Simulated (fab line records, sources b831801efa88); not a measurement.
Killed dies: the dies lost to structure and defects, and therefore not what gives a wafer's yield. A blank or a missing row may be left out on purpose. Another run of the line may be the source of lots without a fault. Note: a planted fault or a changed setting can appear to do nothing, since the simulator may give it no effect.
A struck lot beside a sound one + flow sky130 + 39 out of 708 route steps
Sound: these wafers, L409.1, L409.2, L409.4. Struck: wafers L417.1, L417.4, L417.5. The cause is named last.
For every step that has rows: the tool of each side, followed by ch and its chambers, followed by its first start. Under that, the readings that differ: sound wafers + struck wafers + difference of the means + sigmas: that difference in standard deviations of wafers without a fault.
alike: a reading whose means differ by less than 2 such deviations, as well as words and numbers matching on both sides. not compared: withheld readings; readings where some wafer has no value; bounds like >300 that might hide an equal value; numbers whose values overlap and for which the record gives no deviation.
The two part at a step that has a row with sigmas, a row that says differs or no value, or rows on one side only. Numbers that don't overlap but have no deviation are shown without sigmas and don't part them. A reading missing from all wafers of one side parts the sides only when that side holds two or more wafers.

SKY_POLY_GATE_ETCH_15: etches BARC in N2/H2, stops on SiO2, time 118.5 s, target depth 110 nm.
  sound on rie_diel-02 ch 0,1,2, day 16 15:41; struck on rie_diel-04 ch 1,2,3, day 20 13:56
  alike: chamber_pressure_mTorr, drypump_motor_current_A, n2_flow_sccm, oes_product_au, throttle_valve_pct
  not compared: rf_hours_counter_h
SKY_POLY_GATE_ETCH_16: etches Si3N4 in CH3F/O2, stops on poly-Si, time 147.5 s, target depth 75 nm.
  sound on rie_diel-02 ch 0,1,2, day 16 15:46; struck on rie_diel-04 ch 1,2,3, day 20 14:01
  alike: ch3f_flow_sccm, chamber_pressure_mTorr, drypump_motor_current_A, oes_product_au, throttle_valve_pct
  not compared: rf_hours_counter_h
SKY_POLY_GATE_ETCH_17: etches poly-Si in HBr/Cl2, stops on SiO2, target depth 180 nm, time 70.5 s.
  sound on rie_si-01 ch 2,3, day 16 15:52; struck on rie_si-01 ch 1,2,3, day 20 14:07
| reading               | sound             | struck            | difference | sigmas |
|-----------------------|-------------------|-------------------|------------|--------|
| oes_product_au (a.u.) | 1.001 1.010 1.001 | 0.982 0.983 0.997 | -0.017     | -2     |
  alike: chamber_pressure_mTorr, drypump_motor_current_A, he_backside_leak_sccm, mfc_cl2_sccm, throttle_valve_pct
  not compared: rf_hours_counter_h
SKY_POLY_GATE_STRIP_18: strips in O2/N2.
  sound on plasma_asher-04 ch 0,1, day 16 15:55; struck on plasma_asher-01 ch 1, day 20 14:11
| reading                      | sound             | struck            | difference | sigmas |
|------------------------------|-------------------|-------------------|------------|--------|
| strip_time_to_endpoint_s (s) | 3.133 3.088 3.089 | 3.210 3.177 3.127 | +0.068     | +2     |
  alike: chamber_pressure_mTorr, drypump_motor_current_A, n2_flow_sccm, oes_product_au
  not compared: rf_hours_counter_h
then, 2 steps without rows for these wafers: SKY_POLY_GATE_CLEAN_19 (cleans in SC1/SC2, time 150 s); SKY_POLY_GATE_OXIDATION_20 (stabilise 600 s, purge 300 s, target thk 4 nm).
SKY_POLY_GATE_THK_MEAS_21:
  struck on film_metro-04, day 20 15:34; sound on film_metro-02, day 16 18:58
  alike: POLY_GATE_OXIDATION_THK
SKY_POLY_GATE_CD_MEAS_22:
  struck on cd_sem-02, day 20 15:38; sound on cd_sem-01, day 16 19:01
  alike: cd_nm
then, 4 steps without rows for these wafers: SKY_LDD_N_DEHYDRATE_00 (time 60 s); SKY_LDD_N_HMDS_01 (prime time 60 s); SKY_LDD_N_COAT_02 (resist thk 300 nm); SKY_LDD_N_SOFTBAKE_03 (time 60 s).
SKY_LDD_N_EXPOSE_04: exposes mask NTM, target cd 840 nm.
  sound on iline_stepper-02 ch 0, day 17 08:37; struck on iline_stepper-01 ch 0, day 21 07:15
| reading | sound             | struck               | difference | sigmas |
|---------|-------------------|----------------------|------------|--------|
| mask    | NTM#0 NTM#0 NTM#0 | PSDM#0 PSDM#0 PSDM#0 | differs    |        |
  alike: exposure_dose_mJ_cm2
then, 2 steps without rows for these wafers: SKY_LDD_N_PEB_05; SKY_LDD_N_DEVELOP_06 (develop time 60 s).
SKY_LDD_N_OVL_MEAS_07:
  struck on overlay-02, day 21 22:19; sound on overlay-01, day 17 23:35
| reading        | sound       | struck | difference                    | sigmas |
|----------------|-------------|--------|-------------------------------|--------|
| LDD_N_OVL (nm) | 1.2 2.6 2.2 | - - -  | no value on the struck wafers |        |
then, 8 steps without rows for these wafers: SKY_LDD_N_IMPLANT_08; SKY_LDD_N_IMPLANT_09; SKY_LDD_N_IMPLANT_10; SKY_LDD_N_IMPLANT_11; SKY_LDD_N_IMPLANT_12; SKY_LDD_N_IMPLANT_13; SKY_LDD_N_IMPLANT_14; SKY_LDD_N_IMPLANT_15.
SKY_LDD_N_STRIP_16: strips in O2/N2.
  sound on plasma_asher-03 ch 0,1, day 18 00:49; struck on plasma_asher-02 ch 0,1, day 21 23:34
  alike: chamber_pressure_mTorr, drypump_motor_current_A, n2_flow_sccm, oes_product_au, strip_time_to_endpoint_s
  not compared: rf_hours_counter_h
SKY_LDD_N_TW_MEAS_17:
  struck on film_metro-04, day 21 23:40; sound on film_metro-01, day 18 00:55
| reading  | sound          | struck   | difference | sigmas      |
|----------|----------------|----------|------------|-------------|
| LDD_N_TW | 2604 2619 2622 | 30 30 30 | -2585      | -99 or more |
then, 7 steps without rows for these wafers: SKY_LDD_P_DEHYDRATE_00 (time 60 s); SKY_LDD_P_HMDS_01 (prime time 60 s); SKY_LDD_P_COAT_02 (resist thk 1140 nm); SKY_LDD_P_SOFTBAKE_03 (time 60 s); SKY_LDD_P_EXPOSE_04 (exposes mask PSDM, target cd 380 nm); SKY_LDD_P_PEB_05; SKY_LDD_P_DEVELOP_06 (develop time 60 s).
SKY_LDD_P_CD_MEAS_07 targets a cd of 380 nm.
  struck on cd_sem-02, day 23 05:14; sound on cd_sem-01, day 19 07:23
  alike: cd_nm
SKY_LDD_P_OVL_MEAS_08:
  struck on overlay-02, day 23 05:21; sound on overlay-02, day 19 07:30
  alike: LDD_P_OVL
then, 2 steps without rows for these wafers: SKY_LDD_P_IMPLANT_09; SKY_LDD_P_STRIP_10 (strips in O2/N2).
SKY_LDD_P_TW_MEAS_11:
  struck on film_metro-02, day 23 05:38; sound on film_metro-03, day 19 07:47
| reading  | sound       | struck         | difference | sigmas      |
|----------|-------------|----------------|------------|-------------|
| LDD_P_TW | 639 633 636 | 2602 2596 2596 | +1962      | +99 or more |
then, 1 step without rows for these wafers: SKY_LDD_HVN_DEHYDRATE_00 (time 60 s).

== WHERE THEY PART ==
At SKY_POLY_GATE_ETCH_17 first; at SKY_LDD_P_TW_MEAS_11 last (within this record only).

WHY: what had been put in by the simulator
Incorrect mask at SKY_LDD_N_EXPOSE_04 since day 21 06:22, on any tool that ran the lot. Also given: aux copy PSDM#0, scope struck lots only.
